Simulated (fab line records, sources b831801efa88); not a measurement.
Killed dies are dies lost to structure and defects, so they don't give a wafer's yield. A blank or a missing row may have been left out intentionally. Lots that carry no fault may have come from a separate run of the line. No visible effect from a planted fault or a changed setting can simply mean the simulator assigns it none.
A lot that was struck, set against a sound lot + flow sky130 + 15 out of 708 route steps
Sound: these wafers, L443.3, L443.4, L443.5. Struck: wafers L448.1, L448.3, L448.5. At the end, the cause is stated.
At each step with rows: each side's tool, then ch and its chambers, then its first start. Under that, the readings that differ: sound wafers + struck wafers + difference of the means + sigmas: that difference in standard deviations of wafers without a fault.
alike: same words and numbers on both sides, and readings whose means sit less than 2 such deviations apart. not compared: any withheld reading, any reading some wafer has no value for, any bound like >300 that may hide the same value, and any number with overlapping values for which the record gives no deviation.
Wherever a step has rows on one side only, a row that says differs or no value, or a row with sigmas, the two part there. Non-overlapping numbers with no deviation appear without sigmas and do not part them. A reading that every wafer of one side lacks parts them only if that side has two wafers or more.

SKY_VIA1_OVL_MEAS_13:
  sound: overlay-01 at day 35 23:54; struck: overlay-02 at day 37 03:01
  alike: VIA1_OVL
SKY_VIA1_ETCH_14: etches BARC in N2/H2, stops on SiO2, time 45.9 s, target depth 60 nm.
  sound on rie diel-01 ch 0,1,3, day 35 23:55; struck on rie diel-01 ch 0,1,3, day 37 03:03
  alike: drypump motor current A, oes product au, throttle valve pct
  not compared: rf hours counter h
SKY_VIA1_ETCH_15: etches SiO2 in C4F8/O2/Ar, stops on TiN, target depth 351 nm, time 54 s.
  sound on rie diel-01 ch 0,1,3, day 35 23:58; struck on rie diel-01 ch 0,1,3, day 37 03:06
  alike: oes product au
  not compared: rf hours counter h
SKY_VIA1_STRIP_16: strips in O2/N2.
  sound on plasma asher-03 ch 0,1, day 36 00:02; struck on plasma asher-03 ch 0, day 37 03:08
  alike: drypump motor current A, oes product au, strip time to endpoint s
  not compared: rf hours counter h
then, 5 steps without rows for these wafers: SKY_VIA1_STRIP_17 (strips in post etch residue remover, time 1200 s); SKY_VIA1_CLEAN_18 (cleans in IPA, time 180 s); SKY_VIA1_CLEAN_19 (cleans in O3/DIW); SKY_VIA1_SPUTTER_20 (material TiN, target thk 20 nm, time 80 s); SKY_VIA1_CVD_21 (deposits W, target thk 270 nm, time 80.902 s).
SKY_VIA1_RS_MEAS_22: measures by four-point-probe.
  sound: film metro-01 at day 36 00:48; struck: film metro-02 at day 37 03:53
  alike: VIA1_W_RS
SKY_VIA1_THK_MEAS_23: measures by xrf.
  sound: film metro-01 at day 36 00:54; struck: film metro-02 at day 37 04:01
  alike: VIA1_W_THK
SKY_VIA1_CMP_24: polishes, stops on SiO2, t overpolish 15 s, target thk 0 nm.
  sound on cmp-02 ch 0,1,3, day 36 00:56; struck on cmp-01 ch 0,2,3, day 37 04:07
  alike: motor current A, overpolish run s, time to endpoint s
SKY_METAL2_SPUTTER_00: material Ti, target thk 15 nm, time 10 s.
  sound: pvd sputter-01 at day 36 01:14; struck: pvd sputter-02 at day 37 04:22
| reading                                   | sound                | struck               | difference | sigmas      |
|-------------------------------------------|----------------------|----------------------|------------|-------------|
| cathode dc power W (W)                    | 3000.3 2999.8 2999.7 | 3366.8 3364.8 3364.9 | +365.6     | +99 or more |
| model.Ti_of_METAL2_SPUTTER_00.thk nm (nm) | 15.05 15.14 15.33    | 16.64 16.5 16.62     | +1.41      |             |
  alike: throttle valve pct
SKY_METAL2_SPUTTER_01: material TiN, target thk 20 nm, time 16.7 s.
  sound: pvd sputter-01 at day 36 01:16; struck: pvd sputter-02 at day 37 04:23
  alike: cathode dc power W, throttle valve pct
then, 1 step without rows for these wafers: SKY_PAD_OPEN_PROBE_99.

== WHERE THEY PART ==
Only at SKY_METAL2_SPUTTER_00, as far as this record shows. Later steps at which nothing parts them and some readings are alike: SKY_METAL2_SPUTTER_01.

WHY: the cause the simulator had injected
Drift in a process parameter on pvd sputter-02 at SKY_METAL2_SPUTTER_00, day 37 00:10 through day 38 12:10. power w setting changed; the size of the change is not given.
